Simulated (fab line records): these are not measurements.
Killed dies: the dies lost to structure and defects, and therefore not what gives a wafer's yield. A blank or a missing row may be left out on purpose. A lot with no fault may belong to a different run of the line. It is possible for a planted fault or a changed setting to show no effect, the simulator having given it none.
A lot that was struck, set against a sound lot :: flow gf180mcu :: 14 steps out of a route of 602
Sound: these wafers, L303.1, L303.3, L303.5. Wafers struck: L308.1, L308.2, L308.3. The cause comes at the end.
At each step with rows: each side's tool, then ch and its chambers, then its first start. Under that, the readings that differ: sound wafers :: struck wafers :: difference of the means :: sigmas: that difference in standard deviations of wafers without a fault.
alike: readings with means less than 2 such deviations apart, plus words and numbers identical on both sides. not compared: withheld readings, readings lacking a value on some wafer, bounds such as >300 that could conceal the same value, and numbers that have no deviation in the record and whose values overlap.
A row with sigmas, a row that says differs or no value, or rows on one side alone: a step with any of these is where the two part. Numbers that have no deviation but don't overlap get no sigmas and don't part them. A reading missing from all wafers of one side parts the sides only when that side holds two or more wafers.

first, 4 steps without rows for these wafers: GF_CONTACT_CLEAN_19 (cleans in SPM); GF_CONTACT_CLEAN_20 (cleans in DIW); GF_CONTACT_CLEAN_21 (cleans in dHF, time 20 s); GF_CONTACT_SPUTTER_22 (material Ti, target thk 15 nm, time 80.02 s).
GF_CONTACT_SPUTTER_23: material TiN, target thk 10 nm, time 40 s.
  sound on pvd_sputter-03, day 16 06:20; struck on pvd_sputter-04, day 18 10:55
  alike: cathode_dc_power_W, chamber_pressure_pa, throttle_valve_pct
GF_CONTACT_CVD_24: deposits W, target thk 300 nm, time 90.339 s.
  sound on cvd_w-02 ch 0,1, day 16 06:22; struck on cvd_w-01 ch 0,1, day 18 10:58
  alike: heater_power_w
GF_CONTACT_RS_MEAS_25: measurement is done with a four-point probe.
  sound on film_metro-03, day 16 06:28; struck on film_metro-01, day 18 11:04
  alike: CONTACT_W_RS
GF_CONTACT_THK_MEAS_26: measures by xrf.
  sound on film_metro-03, day 16 06:35; struck on film_metro-01, day 18 11:11
  alike: CONTACT_W_THK
GF_CONTACT_CMP_27: polishes, stops on SiO2, t overpolish 15 s, target thk 0 nm.
  sound on cmp-02 ch 2,3, day 16 06:39; struck on cmp-01 ch 0,1,2, day 18 11:14
  alike: motor_current_A, overpolish_run_s, time_to_endpoint_s
then, 1 step without rows for these wafers: GF_M1_SPUTTER_00 (material Ti, target thk 37.5 nm, time 150 s).
GF_M1_SPUTTER_01: material TiN, target thk 30 nm, time 25 s.
  sound on pvd_sputter-04, day 16 07:03; struck on pvd_sputter-01, day 18 11:38
  alike: cathode_dc_power_W, chamber_pressure_pa, throttle_valve_pct
GF_M1_SPUTTER_02: material AlCu, target thk 450 nm, time 23.9 s.
  sound on pvd_sputter-04, day 16 07:05; struck on pvd_sputter-01, day 18 11:40
  alike: cathode_dc_power_W, chamber_pressure_pa, throttle_valve_pct
GF_M1_SPUTTER_03: material Ti, target thk 10 nm, time 6.7 s.
  sound on pvd_sputter-04, day 16 07:07; struck on pvd_sputter-01, day 18 11:42
  no value came back on the struck wafers for cathode_dc_power_W (W), chamber_pressure_pa (Pa), throttle_valve_pct (%); on the sound wafers cathode_dc_power_W (W) reads 2999.7 2999.8 2999.6
then, 1 step without rows for these wafers: GF_M1_SPUTTER_04 (material TiN, target thk 50 nm, time 41.7 s).

WHERE THEY PART
Only at GF_M1_SPUTTER_03, within this record.

WHY: whatever the simulator had introduced
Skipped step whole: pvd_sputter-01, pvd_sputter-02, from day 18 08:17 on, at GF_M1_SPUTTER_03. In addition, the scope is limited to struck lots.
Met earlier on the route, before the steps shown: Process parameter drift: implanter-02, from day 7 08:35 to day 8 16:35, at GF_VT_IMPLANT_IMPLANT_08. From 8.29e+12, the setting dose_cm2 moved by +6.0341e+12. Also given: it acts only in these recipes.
